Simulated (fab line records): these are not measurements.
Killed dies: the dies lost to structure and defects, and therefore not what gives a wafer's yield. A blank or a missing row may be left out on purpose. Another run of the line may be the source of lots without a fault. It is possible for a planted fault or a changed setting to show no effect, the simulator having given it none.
fab line records ; flow sky130
record: lots: 6; wafers: 18; lastDay: 50
route steps=708 shown CAP2M@604 PAD_OPEN@708
lots that met no fault: from a run of the same line without faults
startH: the number of hours between the record's first day and the start of the first shown wafer of the lot ; waitH: how many hours have passed since the lot's step before this one ; " the same as in the row above ; L1.1+2: a row that stands for several wafers ; - no value present, or no start provided ; * or withheld: withheld ; < > ~ a bound
route shown NAME@n: a module of which the file shows steps, and the number in the route of the first ; usual: mean/standard deviation of fault-free wafers ; same: alike in all rows ; chamber/n: place in a boat ; sites: the reading at each site ; _std_site: the standard deviation of these ; _edge_site: inner sites' mean taken away from outer sites' mean ; radiusMm: for every site, how far away it sits from the centre of the wafer ; mask NAME#n: copy n ; behind: the most recent tool/chamber to have shaped the wafer ; hold: cause of the lot's hold/its duration in hours/its outcome ; device: the n, p or np transistor that did not switch ; end of line: the tests these same wafers got at the end of their route ; a step given without rows: its recipe and nothing more ; killed: not the wafer's yield, but the dies lost to structure and defects at the first sort ; map: dies across one wafer; x = killed, . = not, _ = none there
set.NAME: the run value of the setting; set.NAME@STEP: its run value at that earlier step ; model.NAME: the simulator's own value behind a step, which no gauge read
certain route steps with their lots: each step a table, each wafer a row
services: when a tool's chamber went out of use (startH, in hours from the record's first day, below 0 if earlier), for how many hours, and the reason
== steps ==
step: SKY_CAP2M_THK_MEAS_01
recipe: reads: SiO2_of_CAP2M_CVD_00
usual: CAP2M_CVD_00_THK: 15.43/0.24
lot.wafer;tool;chamber;startH;waitH;CAP2M_CVD_00_THK[nm]
L696.1;filmMetro-04;-;978.17;-;15.22
L696.3;filmMetro-04;-;978.17;-;15.33
L696.5;filmMetro-04;-;978.17;-;15.80
L697.1;filmMetro-03;-;984.80;-;15.00
L697.2;filmMetro-03;-;984.80;-;15.20
L697.6;filmMetro-03;-;984.80;-;14.96
L709.2;filmMetro-01;-;1057.61;-;15.24
L709.3;filmMetro-01;-;1057.61;-;15.84
L709.6;filmMetro-01;-;1057.61;-;15.48
L710.4;filmMetro-03;-;1073.36;-;15.99
L710.5;filmMetro-03;-;1073.36;-;15.59
L710.6;filmMetro-03;-;1073.36;-;15.71
L711.1;filmMetro-04;-;1075.49;-;15.31
L711.2;filmMetro-04;-;1075.49;-;15.54
L711.3;filmMetro-04;-;1075.49;-;15.42
L713.3;filmMetro-04;-;1081.91;-;15.27
L713.4;filmMetro-04;-;1081.91;-;15.44
L713.5;filmMetro-04;-;1081.91;-;15.46
step: SKY_CAP2M_SPUTTER_02
recipe: material: TiN; targetThkNm: 200; tempC: 300; powerW: 6500; timeS: 166.7; chamberPressurePa: 0.4
usual: throttleValvePct: 29.7/0.92
lot.wafer;tool;chamber;startH;waitH;throttleValvePct
L696.1;pvdSputter-01;-;978.23;0.1;30.1
L696.3;pvdSputter-01;-;978.23;0.1;29.0
L696.5;pvdSputter-01;-;978.23;0.1;30.1
L697.1;pvdSputter-02;-;984.86;0.1;30.9
L697.2;pvdSputter-02;-;984.86;0.1;29.5
L697.6;pvdSputter-02;-;984.86;0.1;31.2
L709.2;pvdSputter-04;-;1057.66;0.0;30.7
L709.3;pvdSputter-04;-;1057.66;0.0;27.2
L709.6;pvdSputter-04;-;1057.66;0.0;30.9
L710.4;pvdSputter-02;-;1073.39;0.0;31.1
L710.5;pvdSputter-02;-;1073.39;0.0;28.9
L710.6;pvdSputter-02;-;1073.39;0.0;31.0
L711.1;pvdSputter-04;-;1075.55;0.1;30.2
L711.2;pvdSputter-04;-;1075.55;0.1;30.4
L711.3;pvdSputter-04;-;1075.55;0.1;27.3
L713.3;pvdSputter-02;-;1081.95;0.0;29.4
L713.4;pvdSputter-02;-;1081.95;0.0;29.1
L713.5;pvdSputter-02;-;1081.95;0.0;30.1
step: SKY_CAP2M_RS_MEAS_03
recipe: thkMeasGauge: four-point-probe; reads: TiN_of_CAP2M_SPUTTER_02
usual: CAP2M_TIN_RS: 6.91/0.068
lot.wafer;tool;chamber;startH;waitH;CAP2M_TIN_RS[ohm/sq]
L696.1;filmMetro-01;-;978.34;0.1;6.84
L696.3;filmMetro-01;-;978.34;0.1;6.88
L696.5;filmMetro-01;-;978.34;0.1;6.85
L697.1;filmMetro-04;-;984.97;0.1;7.01
L697.2;filmMetro-04;-;984.97;0.1;6.99
L697.6;filmMetro-04;-;984.97;0.1;7.02
L709.2;filmMetro-04;-;1057.79;0.1;6.97
L709.3;filmMetro-04;-;1057.79;0.1;7.05
L709.6;filmMetro-04;-;1057.79;0.1;7.00
L710.4;filmMetro-03;-;1073.56;0.1;6.87
L710.5;filmMetro-03;-;1073.56;0.1;7.02
L710.6;filmMetro-03;-;1073.56;0.1;6.85
L711.1;filmMetro-04;-;1075.66;0.1;6.89
L711.2;filmMetro-04;-;1075.66;0.1;6.92
L711.3;filmMetro-04;-;1075.66;0.1;6.95
L713.3;filmMetro-03;-;1082.09;0.1;6.88
L713.4;filmMetro-03;-;1082.09;0.1;6.92
L713.5;filmMetro-03;-;1082.09;0.1;6.89
step: SKY_CAP2M_THK_MEAS_04
recipe: thkMeasGauge: xrf; reads: TiN_of_CAP2M_SPUTTER_02
usual: CAP2M_TIN_THK: 198.6/2
lot.wafer;tool;chamber;startH;waitH;CAP2M_TIN_THK[nm]
L696.1;filmMetro-01;-;978.46;0.1;202.0
L696.3;filmMetro-01;-;978.46;0.1;201.3
L696.5;filmMetro-01;-;978.46;0.1;202.1
L697.1;filmMetro-04;-;985.09;0.1;195.2
L697.2;filmMetro-04;-;985.09;0.1;197.2
L697.6;filmMetro-04;-;985.09;0.1;194.9
L709.2;filmMetro-04;-;1057.90;0.1;198.6
L709.3;filmMetro-04;-;1057.90;0.1;197.0
L709.6;filmMetro-04;-;1057.90;0.1;197.7
L710.4;filmMetro-03;-;1073.65;0.1;199.4
L710.5;filmMetro-03;-;1073.65;0.1;196.3
L710.6;filmMetro-03;-;1073.65;0.1;200.1
L711.1;filmMetro-04;-;1075.78;0.1;200.0
L711.2;filmMetro-04;-;1075.78;0.1;200.2
L711.3;filmMetro-04;-;1075.78;0.1;198.7
L713.3;filmMetro-03;-;1082.19;0.1;198.6
L713.4;filmMetro-03;-;1082.19;0.1;198.1
L713.5;filmMetro-03;-;1082.19;0.1;198.1
step: SKY_CAP2M_DEHYDRATE_05
recipe: tempC: 200; timeS: 60
step: SKY_CAP2M_HMDS_06
recipe: primeTimeS: 60; primeTempC: 120
step: SKY_CAP2M_COAT_07
recipe: resist: NOVOLAK; spinRpm: 3000; resistThkNm: 1140
step: SKY_CAP2M_SOFTBAKE_08
recipe: tempC: 90; timeS: 60; resist: NOVOLAK
step: SKY_CAP2M_EXPOSE_09
recipe: maskId: CAP2M; na: 0.6; sourceShape: conventional; sigmaOuter: 0.6; polarization: unpolarized; targetCdNm: 1000; doseMj: 159
step: SKY_CAP2M_PEB_10
recipe: tempC: withheld; timeS: *; resist: NOVOLAK
step: SKY_CAP2M_DEVELOP_11
recipe: resist: NOVOLAK; developer: TMAH; developTimeS: 60; devTempC: 23
step: SKY_CAP2M_OVL_MEAS_12
usual: CAP2M_OVL: -0.1/1.3
lot.wafer;tool;chamber;startH;waitH;CAP2M_OVL[nm]
L696.1;overlay-02;-;1002.17;0.1;-2.0
L696.3;overlay-02;-;1002.17;0.1;-0.9
L696.5;overlay-02;-;1002.17;0.1;-2.2
L697.1;overlay-01;-;1007.90;0.1;1.6
L697.2;overlay-01;-;1007.90;0.1;1.8
L697.6;overlay-01;-;1007.90;0.1;1.3
L709.2;overlay-02;-;1077.98;0.1;1.7
L709.3;overlay-02;-;1077.98;0.1;0.9
L709.6;overlay-02;-;1077.98;0.1;1.7
L710.4;overlay-02;-;1093.41;0.1;-0.6
L710.5;overlay-02;-;1093.41;0.1;1.1
L710.6;overlay-02;-;1093.41;0.1;-0.6
L711.1;overlay-02;-;1095.60;0.1;-1.2
L711.2;overlay-02;-;1095.60;0.1;0.1
L711.3;overlay-02;-;1095.60;0.1;0.2
L713.3;overlay-02;-;1102.01;0.1;-1.3
L713.4;overlay-02;-;1102.01;0.1;-0.2
L713.5;overlay-02;-;1102.01;0.1;-1.1
step: SKY_CAP2M_METAL_ETCH_13
recipe: targetDepthNm: 220; stopOn: SiO2; chemistry: Cl2/BCl3; target: TiN; pressureMtorr: 10; icpW: 900; biasW: 48.5; Cl2_flow_sccm: 60; bcl3FlowSccm: 30; timeS: 62.9
usual: bcl3FlowSccm: 30.01/0.085; biasW: 48.51/0.14; drypumpMotorCurrentA: 5.7/0.65; oesProductAu: 0.940/0.0066; throttleValvePct: 21.902/0.0092
lot.wafer;tool;chamber;startH;waitH;bcl3FlowSccm;biasW;drypumpMotorCurrentA;oesProductAu;rfHoursCounterH;throttleValvePct;model.NOVOLAK_of_CAP2M_COAT_07.thkNm
L696.1;rieMetal-01;1;1002.21;0.0;30.12;48.63;6.5;0.950;12;21.905;990.5
L696.3;rieMetal-01;0;1002.21;0.0;30.03;48.65;5.9;0.949;-;21.890;999.1
L696.5;rieMetal-01;1;1002.21;0.0;30.14;48.55;6.6;0.949;-;21.896;988.2
L697.1;rieMetal-01;0;1007.93;0.0;29.88;48.77;5.9;0.935;14;21.896;991.2
L697.2;rieMetal-01;1;1007.93;0.0;30.01;48.52;6.5;0.936;13;21.906;989.5
L697.6;rieMetal-01;1;1007.93;0.0;29.98;48.17;6.5;0.930;-;21.916;986.5
L709.2;rieMetal-02;1;1078.01;0.0;-;-;-;-;-;-;1141
L709.3;rieMetal-02;0;1078.01;0.0;-;-;-;-;-;-;1140
L709.6;rieMetal-02;1;1078.01;0.0;-;-;-;-;-;-;1144
L710.4;rieMetal-01;1;1093.46;0.0;-;-;-;-;-;-;1140
L710.5;rieMetal-01;1;1093.46;0.0;-;-;-;-;-;-;1140
L710.6;rieMetal-01;0;1093.46;0.0;-;-;-;-;-;-;1140
L711.1;rieMetal-04;0;1095.64;0.0;30.03;48.64;5.1;0.945;17;21.890;988
L711.2;rieMetal-04;1;1095.64;0.0;29.96;48.48;4.7;0.934;12;21.890;988.1
L711.3;rieMetal-04;0;1095.64;0.0;29.97;48.44;5.1;0.938;-;21.925;992.1
L713.3;rieMetal-04;0;1102.06;0.0;30.06;48.43;5.1;0.936;-;21.906;990
L713.4;rieMetal-04;1;1102.06;0.0;30.05;48.63;4.8;0.942;-;21.893;991.3
L713.5;rieMetal-04;1;1102.06;0.0;30.04;48.68;4.8;0.947;-;21.903;993.6
step: SKY_CAP2M_STRIP_14
recipe: chemistry: O2/N2; powerW: 1400; pressureMtorr: 1500; platenTempC: withheld; o2FlowSccm: 3000; n2FlowSccm: 300; overashFraction: 0.5
usual: drypumpMotorCurrentA: 5.9/0.43; o2FlowSccm: 3001/9.7; oesProductAu: 0.711/0.0045; stripTimeToEndpointS: 12.66/0.043
lot.wafer;tool;chamber;startH;waitH;drypumpMotorCurrentA;o2FlowSccm;oesProductAu;rfHoursCounterH;stripTimeToEndpointS
L696.1;plasmaAsher-02;1;1002.29;0.1;5.0;3001;0.701;26;12.63
L696.3;plasmaAsher-02;1;1002.29;0.1;5.1;3001;0.723;-;12.70
L696.5;plasmaAsher-02;0;1002.29;0.1;6.4;3002;0.713;-;12.59
L697.1;plasmaAsher-04;0;1008.01;0.1;6.2;2981;0.718;84;12.63
L697.2;plasmaAsher-04;1;1008.01;0.1;6.3;3009;0.707;84;12.61
L697.6;plasmaAsher-04;0;1008.01;0.1;6.1;2995;0.715;-;12.57
L709.2;plasmaAsher-04;1;1078.09;0.1;6.2;2994;0.717;91;14.19
L709.3;plasmaAsher-04;0;1078.09;0.1;6.2;3015;0.715;-;14.16
L709.6;plasmaAsher-04;0;1078.09;0.1;6.1;3001;0.716;-;14.24
L710.4;plasmaAsher-04;1;1093.54;0.1;6.3;2997;0.713;-;14.18
L710.5;plasmaAsher-04;1;1093.54;0.1;6.2;2991;0.712;-;14.19
L710.6;plasmaAsher-04;0;1093.54;0.1;6.1;2998;0.717;-;14.17
L711.1;plasmaAsher-04;1;1095.72;0.1;6.3;2983;0.717;92;12.58
L711.2;plasmaAsher-04;0;1095.72;0.1;6.1;2983;0.707;92;12.59
L711.3;plasmaAsher-04;1;1095.72;0.1;6.2;2993;0.702;-;12.64
L713.3;plasmaAsher-02;0;1102.14;0.1;6.4;2989;0.710;-;12.60
L713.4;plasmaAsher-02;1;1102.14;0.1;5.1;3011;0.716;-;12.64
L713.5;plasmaAsher-02;1;1102.14;0.1;5.1;3006;0.707;-;12.66
step: SKY_CAP2M_STRIP_15
recipe: chemistry: postEtchResidueRemover; timeS: 1200; tempC: 72.5
step: SKY_PAD_OPEN_PROBE_99
usual: defectLimitedYield: 82.5/1.7; killed_at_M0_to_M3: 43/6.7; killed_at_M4_up: 3.2/1.8; killedAtContacts: 24/4.8; killedAtFrontEnd: 16/4.2; killedAtOther: 0.3/0.56; killedDies: 86/8.5; killedOnRim: 17/3.9; killedOpen: 47/6.7; killedShort: 39/6; sort_bin_3_pad_short: 0.9/0.45; sort_bin_5_function: 10.3/1.6; sort_bin_6_memory: 6.3/1; sortNPass: 406/8.5; sortYieldPct: 82.5/1.7
same: grossDies: 492; killedAtBackSide: 0; sort_bin_4_leakage[%]: 0; sort_bin_8_speed[%]: 0
lot.wafer;tool;chamber;startH;waitH;defectLimitedYield[%];killed_at_M0_to_M3;killed_at_M4_up;killedAtContacts;killedAtFrontEnd;killedAtOther;killedDies;killedOnRim;killedOpen;killedShort;sort_bin_3_pad_short[%];sort_bin_5_function[%];sort_bin_6_memory[%];sortNPass;sortYieldPct[%]
L696.1;prober-01;-;1115.53;0.1;81.7;52;3;22;12;1;90;17;48;42;0.8;11.8;5.7;402;81.7
L696.3;prober-01;-;1115.63;0.2;79.3;51;3;25;20;3;102;20;52;48;1.4;13.6;5.7;390;79.3
L696.5;prober-01;-;1115.73;0.2;84.1;35;3;20;19;1;78;11;39;39;0.6;9.1;6.1;414;84.1
L697.1;prober-02;-;1120.90;0.1;80.7;45;5;26;19;0;95;20;49;46;0.8;12.4;6.1;397;80.7
L697.2;prober-02;-;1120.95;0.1;83.3;45;2;21;14;0;82;17;46;36;1.0;7.1;8.5;410;83.3
L697.6;prober-02;-;1121.15;0.2;83.5;43;2;22;14;0;81;8;48;33;0.6;9.3;6.5;411;83.5
L709.2;prober-02;-;1178.81;0.1;0;37;5;19;22;409;492;96;47;36;0.6;93.9;5.5;0;0
L709.3;prober-02;-;1178.86;0.2;0;43;1;23;21;404;492;96;44;44;1.4;91.9;6.7;0;0
L709.6;prober-02;-;1179.01;0.2;0;38;3;20;16;415;492;96;44;33;1.0;92.7;6.3;0;0
L710.4;prober-01;-;1191.06;0.2;0;58;4;22;12;396;492;96;56;40;1.0;91.9;7.1;0;0
L710.5;prober-01;-;1191.11;0.2;0;44;3;20;13;412;492;96;42;38;0.2;94.5;5.3;0;0
L710.6;prober-01;-;1191.16;0.2;0;43;2;24;25;398;492;96;51;42;1.2;93.5;5.3;0;0
L711.1;prober-02;-;1192.92;0.1;80.5;49;4;23;20;0;96;19;53;43;1.0;12.4;6.1;396;80.5
L711.2;prober-02;-;1192.97;0.1;83.1;45;1;23;13;1;83;17;44;39;1.2;10.6;5.1;409;83.1
L711.3;prober-02;-;1193.02;0.2;80.7;50;2;21;22;0;95;21;50;45;1.2;9.8;8.3;397;80.7
L713.3;prober-02;-;1197.93;0.2;83.1;42;4;20;17;0;83;19;51;31;1.2;12.0;3.7;409;83.1
L713.4;prober-02;-;1197.98;0.2;79.7;45;6;24;25;0;100;23;52;47;1.2;10.2;8.9;392;79.7
L713.5;prober-02;-;1198.03;0.2;83.1;42;3;24;14;0;83;18;43;39;1.2;10.6;5.1;409;83.1
killed by level:class
L696.1 VIA1:geometricParticle:open=13 CONTACT:geometricParticle:open=9 VIA3:geometricParticle:open=8 METAL1:geometricParticle:short=6 POLY_GATE:geometricParticle:short=4 LOCAL_INTERCONNECT:geometricParticle:short=4 VIA2:geometricParticle:open=4 VIA1:geometricParticle:short=4
L696.3 VIA1:geometricParticle:open=13 VIA3:geometricParticle:open=8 CONTACT:geometricParticle:open=7 METAL2:geometricParticle:short=7 VIA2:geometricParticle:open=7 LOCAL_INTERCONNECT:geometricParticle:short=6 FIELD_ISO:geometricParticle:short=5 CONTACT:geometricParticle:short=5
L696.5 LI_CONTACT:geometricParticle:open=7 VIA2:geometricParticle:open=6 CONTACT:geometricParticle:short=5 VIA1:geometricParticle:open=5 METAL2:geometricParticle:short=5 FIELD_ISO:geometricParticle:short=4 CONTACT:geometricParticle:open=4 METAL2:geometricParticle:open=4
L697.1 VIA1:geometricParticle:open=14 CONTACT:geometricParticle:open=8 LOCAL_INTERCONNECT:geometricParticle:short=7 SPACER:geometricParticle:short=6 LI_CONTACT:geometricParticle:open=6 VIA3:geometricParticle:open=6 FIELD_ISO:geometricParticle:open=5 POLY_GATE:geometricParticle:short=5
L697.2 VIA2:geometricParticle:open=12 VIA1:geometricParticle:open=10 CONTACT:geometricParticle:open=6 VIA3:geometricParticle:open=6 LI_CONTACT:geometricParticle:open=5 METAL1:geometricParticle:short=5 METAL3:geometricParticle:short=5 POLY_GATE:geometricParticle:short=4
L697.6 LI_CONTACT:geometricParticle:open=10 VIA1:geometricParticle:open=9 METAL2:geometricParticle:short=8 VIA3:geometricParticle:open=7 VIA2:geometricParticle:open=6 VIA1:geometricParticle:short=5 POLY_GATE:geometricParticle:open=5 METAL1:geometricParticle:short=5
L709.2 CAP2M:areaEtch=409 VIA1:geometricParticle:open=10 FIELD_ISO:geometricParticle:open=6 CONTACT:geometricParticle:open=6 POLY_GATE:geometricParticle:open=5 METAL1:geometricParticle:short=5 VIA2:geometricParticle:open=5 LI_CONTACT:geometricParticle:short=4
L709.3 CAP2M:areaEtch=404 CONTACT:geometricParticle:open=9 VIA3:geometricParticle:open=8 FIELD_ISO:geometricParticle:short=7 LI_CONTACT:geometricParticle:open=7 METAL2:geometricParticle:short=7 POLY_GATE:geometricParticle:short=5 VIA1:geometricParticle:open=5
L709.6 CAP2M:areaEtch=415 VIA1:geometricParticle:open=9 VIA3:geometricParticle:open=6 LI_CONTACT:geometricParticle:open=6 CONTACT:geometricParticle:open=6 VIA1:geometricParticle:short=6 FIELD_ISO:geometricParticle:short=5 FIELD_ISO:geometricParticle:open=5
L710.4 CAP2M:areaEtch=396 VIA1:geometricParticle:open=14 VIA2:geometricParticle:open=12 VIA1:geometricParticle:short=10 LI_CONTACT:geometricParticle:open=7 VIA3:geometricParticle:open=6 POLY_GATE:geometricParticle:short=5 LOCAL_INTERCONNECT:geometricParticle:short=5
L710.5 CAP2M:areaEtch=412 VIA1:geometricParticle:open=12 CONTACT:geometricParticle:open=8 VIA2:geometricParticle:open=7 FIELD_ISO:geometricParticle:open=5 METAL2:geometricParticle:short=5 VIA2:geometricParticle:short=5 LI_CONTACT:geometricParticle:open=4
L710.6 CAP2M:areaEtch=398 VIA1:geometricParticle:open=12 FIELD_ISO:geometricParticle:short=7 POLY_GATE:geometricParticle:open=7 POLY_GATE:geometricParticle:short=7 VIA3:geometricParticle:open=7 VIA2:geometricParticle:open=6 LOCAL_INTERCONNECT:geometricParticle:short=6
L711.1 VIA1:geometricParticle:open=11 VIA1:geometricParticle:short=9 CONTACT:geometricParticle:open=9 POLY_GATE:geometricParticle:open=6 VIA3:geometricParticle:open=6 VIA3:geometricParticle:short=5 LOCAL_INTERCONNECT:geometricParticle:short=5 METAL1:geometricParticle:short=5
L711.2 VIA1:geometricParticle:open=12 CONTACT:geometricParticle:open=8 FIELD_ISO:geometricParticle:short=6 VIA3:geometricParticle:open=6 LI_CONTACT:geometricParticle:open=5 VIA1:geometricParticle:short=5 CONTACT:geometricParticle:short=4 METAL2:geometricParticle:short=4
L711.3 VIA3:geometricParticle:open=11 CONTACT:geometricParticle:open=9 VIA1:geometricParticle:open=7 FIELD_ISO:geometricParticle:open=6 POLY_GATE:geometricParticle:short=6 LOCAL_INTERCONNECT:geometricParticle:short=6 VIA1:geometricParticle:short=6 METAL2:geometricParticle:short=6
L713.3 CONTACT:geometricParticle:open=10 VIA1:geometricParticle:open=9 VIA2:geometricParticle:open=8 VIA3:geometricParticle:open=7 FIELD_ISO:geometricParticle:short=5 VIA3:geometricParticle:short=5 VIA2:geometricParticle:short=4 LI_CONTACT:geometricParticle:open=4
L713.4 CONTACT:geometricParticle:open=9 VIA1:geometricParticle:open=9 VIA2:geometricParticle:open=8 FIELD_ISO:geometricParticle:short=7 LOCAL_INTERCONNECT:geometricParticle:short=7 VIA1:geometricParticle:short=7 LI_CONTACT:geometricParticle:open=6 METAL4:geometricParticle:short=5
L713.5 CONTACT:geometricParticle:open=10 VIA2:geometricParticle:open=7 VIA1:geometricParticle:open=7 METAL3:geometricParticle:short=7 LI_CONTACT:geometricParticle:open=5 FIELD_ISO:geometricParticle:short=4 CONTACT:geometricParticle:short=4 METAL1:geometricParticle:short=4
map L709.2 (x killed, . not)
__________xxxxxxxxxx_________
________xxxxxxxxxxxxxx_______
______xxxxxxxxxxxxxxxxxx_____
_____xxxxxxxxxxxxxxxxxxxx____
____xxxxxxxxxxxxxxxxxxxxxx___
___xxxxxxxxxxxxxxxxxxxxxxxx__
__xxxxxxxxxxxxxxxxxxxxxxxxxx_
_xxxxxxxxxxxxxxxxxxxxxxxxxxxx
_xxxxxxxxxxxxxxxxxxxxxxxxxxxx
_xxxxxxxxxxxxxxxxxxxxxxxxxxxx
_xxxxxxxxxxxxxxxxxxxxxxxxxxxx
_xxxxxxxxxxxxxxxxxxxxxxxxxxxx
_xxxxxxxxxxxxxxxxxxxxxxxxxxxx
_xxxxxxxxxxxxxxxxxxxxxxxxxxxx
_xxxxxxxxxxxxxxxxxxxxxxxxxxxx
__xxxxxxxxxxxxxxxxxxxxxxxxxx_
___xxxxxxxxxxxxxxxxxxxxxxxx__
____xxxxxxxxxxxxxxxxxxxxxx___
_____xxxxxxxxxxxxxxxxxxxx____
______xxxxxxxxxxxxxxxxxx_____
________xxxxxxxxxxxxxx_______
__________xxxxxxxxxx_________
map L710.4 (x killed, . not)
__________xxxxxxxxxx_________
________xxxxxxxxxxxxxx_______
______xxxxxxxxxxxxxxxxxx_____
_____xxxxxxxxxxxxxxxxxxxx____
____xxxxxxxxxxxxxxxxxxxxxx___
___xxxxxxxxxxxxxxxxxxxxxxxx__
__xxxxxxxxxxxxxxxxxxxxxxxxxx_
_xxxxxxxxxxxxxxxxxxxxxxxxxxxx
_xxxxxxxxxxxxxxxxxxxxxxxxxxxx
_xxxxxxxxxxxxxxxxxxxxxxxxxxxx
_xxxxxxxxxxxxxxxxxxxxxxxxxxxx
_xxxxxxxxxxxxxxxxxxxxxxxxxxxx
_xxxxxxxxxxxxxxxxxxxxxxxxxxxx
_xxxxxxxxxxxxxxxxxxxxxxxxxxxx
_xxxxxxxxxxxxxxxxxxxxxxxxxxxx
__xxxxxxxxxxxxxxxxxxxxxxxxxx_
___xxxxxxxxxxxxxxxxxxxxxxxx__
____xxxxxxxxxxxxxxxxxxxxxx___
_____xxxxxxxxxxxxxxxxxxxx____
______xxxxxxxxxxxxxxxxxx_____
________xxxxxxxxxxxxxx_______
__________xxxxxxxxxx_________
== services ==
tool;chamber;startH;hours;kind
rieMetal-01;-;965.98;1.0;repair
pvdSputter-04;-;1001.41;4.5;repair
pvdSputter-01;0;1007.59;-;consumableReplace:kit
pvdSputter-01;0;1007.59;18.0;scheduledDown
pvdSputter-01;0;1007.59;18.0;ventCycle
pvdSputter-01;-;1023.00;3.1;repair
rieMetal-01;-;1030.40;2.8;pm
rieMetal-02;1;1030.46;-;clean
rieMetal-02;1;1030.46;18.7;scheduledDown
rieMetal-02;1;1030.46;18.7;ventCycle
rieMetal-04;-;1032.98;2.8;pm
pvdSputter-04;3;1074.21;-;consumableReplace:kit
pvdSputter-04;3;1074.21;18.0;scheduledDown
pvdSputter-04;3;1074.21;18.0;ventCycle
pvdSputter-02;3;1081.81;-;consumableReplace:kit
pvdSputter-02;3;1081.81;18.0;scheduledDown
pvdSputter-02;3;1081.81;18.0;ventCycle
plasmaAsher-04;-;1085.82;2.8;pm
== key ==
firstSign: step: SKY_CAP2M_METAL_ETCH_13; reading: toolRecord; direction: missing
effect: step: SKY_CAP2M_STRIP_14; reading: stripTimeToEndpointS; direction: up; sigmas: 36; usual: *; struck: *
effect: step: SKY_PAD_OPEN_PROBE_99; reading: killedAtOther; direction: up; sigmas: 99+; usual: 0.3; struck: 405.7
modelEffect: step: SKY_CAP2M_METAL_ETCH_13; value: NOVOLAK_of_CAP2M_COAT_07.thkNm; without: 992.8; struck: 1141
moreKillsBornAt: SKY_CAP2M_METAL_ETCH_13@rieMetal-02: 1228; SKY_CAP2M_METAL_ETCH_13@rieMetal-01: 1206
metAt SKY_CAP2M_METAL_ETCH_13
struckWafers L709.2,L709.3,L709.6,L710.4,L710.5,L710.6
laterRowsLeftOut L709.2,L709.3,L709.6,L710.4,L710.5,L710.6
onsetBetween 1007.93 1078.01
fault: kind: skippedStepWhole; tool: rieMetal-01,rieMetal-02; chamber: -; onsetH: 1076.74; steps: SKY_CAP2M_METAL_ETCH_13; scope: struckLotsOnly
laterRowsLeftOut: the simulator's readings of these wafers behind a module that went badly wrong aren't trusted and aren't shown, but for the sort
